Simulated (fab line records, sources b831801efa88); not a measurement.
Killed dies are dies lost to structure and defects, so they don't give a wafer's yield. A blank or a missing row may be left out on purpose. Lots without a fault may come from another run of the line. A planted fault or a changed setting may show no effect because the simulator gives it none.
A struck lot beside a sound one | flow gf180mcu | 17 steps out of a route of 602
Sound: wafers L170.1, L170.4, L170.6. Struck: wafer L173.5. (L173.1, L173.2 of the same lot were not struck and are left out.) The cause comes at the end.
At each step with rows: each side's tool, then ch and its chambers, then its first start. Under that, the readings that differ: sound wafers | struck wafers | difference of the means | sigmas: that difference in standard deviations of wafers without a fault.
alike: readings whose means differ by less than 2 such deviations, and words and numbers that are the same on both sides. not compared: withheld readings, readings that some wafer has no value for, bounds like >300 that may hide the same value, and numbers for which the record gives no deviation and whose values overlap.
The two part at a step that has a row with sigmas, a row that says differs or no value, or rows on one side only. Numbers that don't overlap but have no deviation are shown without sigmas and don't part them. A reading that every wafer of one side lacks parts them only if that side has two wafers or more.

first, 2 steps without rows for these wafers: GF_CONTACT_PEB_12 (peb time 90 s); GF_CONTACT_DEVELOP_13 (develop time 60 s).
GF_CONTACT_CD_MEAS_14: target cd 220 nm.
  sound on cd_sem-02, day 16 18:05; struck on cd_sem-01, day 17 01:11
  alike: cd_nm
GF_CONTACT_OVL_MEAS_15:
  sound on overlay-02, day 16 18:12; struck on overlay-01, day 17 01:18
  alike: CONTACT_OVL
GF_CONTACT_ETCH_16: etches BARC in N2/H2.
  sound on rie_diel-01 ch 0,1,3, day 16 18:14; struck on rie_diel-03 ch 1, day 17 01:20
  alike: drypump_motor_current_A, oes_product_au, throttle_valve_pct
GF_CONTACT_ETCH_17: etches SiO2 in C4F8/O2/Ar, stops on CoSi2, target depth 860 nm.
  sound on rie_diel-01 ch 0,1,3; struck on rie_diel-03 ch 1
  alike: oes_product_au
GF_CONTACT_STRIP_18: strips in O2/N2.
  sound on plasma_asher-01 ch 0,1, day 16 18:24; struck on plasma_asher-02 ch 0, day 17 01:30
  reading                     | sound             | struck | difference | sigmas
  drypump_motor_current_A (A) | 5.0 5.2 4.9       | 6.2    | +1.2       | +3
  heater_power_w (W)          | 296 309 287       | 421    | +124       | +4
  oes_product_au (a.u.)       | 0.590 0.580 0.583 | 0.571  | -0.013     | -3
  not compared: rf_hours_counter_h
then, 3 steps without rows for these wafers: GF_CONTACT_CLEAN_19 (cleans in SPM); GF_CONTACT_CLEAN_20 (cleans in DIW); GF_CONTACT_CLEAN_21 (cleans in dHF, time 20 s).
GF_CONTACT_SPUTTER_22: material Ti, target thk 15 nm, time 80.02 s.
  sound on pvd_sputter-03, day 16 18:42; struck on pvd_sputter-03, day 17 01:48
  reading                | sound          | struck | difference | sigmas
  throttle_valve_pct (%) | 28.4 30.9 30.9 | 32.5   | +2.4       | +2
  alike: chamber_pressure_pa
then, 1 step without rows for these wafers: GF_CONTACT_SPUTTER_23 (material TiN, target thk 10 nm, time 40 s).
GF_CONTACT_CVD_24: deposits W, target thk 300 nm, time 90.339 s.
  sound on cvd_w-02 ch 0, day 16 18:48; struck on cvd_w-02 ch 0, day 17 01:54
  reading                               | sound           | struck | difference | sigmas
  model.W_of_CONTACT_CVD_24.thk_nm (nm) | 308 301.5 306.5 | 269.3  | -36.0      |
  alike: heater_power_w
GF_CONTACT_RS_MEAS_25: measures by four-point-probe.
  sound on film_metro-02, day 16 19:00; struck on film_metro-02, day 17 02:06
  reading               | sound             | struck | difference | sigmas
  CONTACT_W_RS (ohm/sq) | 0.373 0.380 0.374 | 0.426  | +0.050     | +11
GF_CONTACT_THK_MEAS_26: measures by xrf.
  sound on film_metro-02, day 16 19:07; struck on film_metro-02, day 17 02:13
  reading            | sound       | struck | difference | sigmas
  CONTACT_W_THK (nm) | 307 302 306 | 271    | -34        | -7
GF_CONTACT_CMP_27: polishes, stops on SiO2, t overpolish 15 s, target thk 0 nm.
  sound on cmp-02 ch 2,3, day 16 19:31; struck on cmp-02 ch 1, day 17 02:17
  alike: head_pressure_psi, motor_current_A, slurry_filter_dp_kPa
then, 1 step without rows for these wafers: GF_PASSIVATION_PROBE_99.

WHERE THEY PART
First at GF_CONTACT_STRIP_18; last, within this record, at GF_CONTACT_THK_MEAS_26. Later steps at which nothing parts them and some readings are alike: GF_CONTACT_CMP_27.

WHY: what the simulator had put in
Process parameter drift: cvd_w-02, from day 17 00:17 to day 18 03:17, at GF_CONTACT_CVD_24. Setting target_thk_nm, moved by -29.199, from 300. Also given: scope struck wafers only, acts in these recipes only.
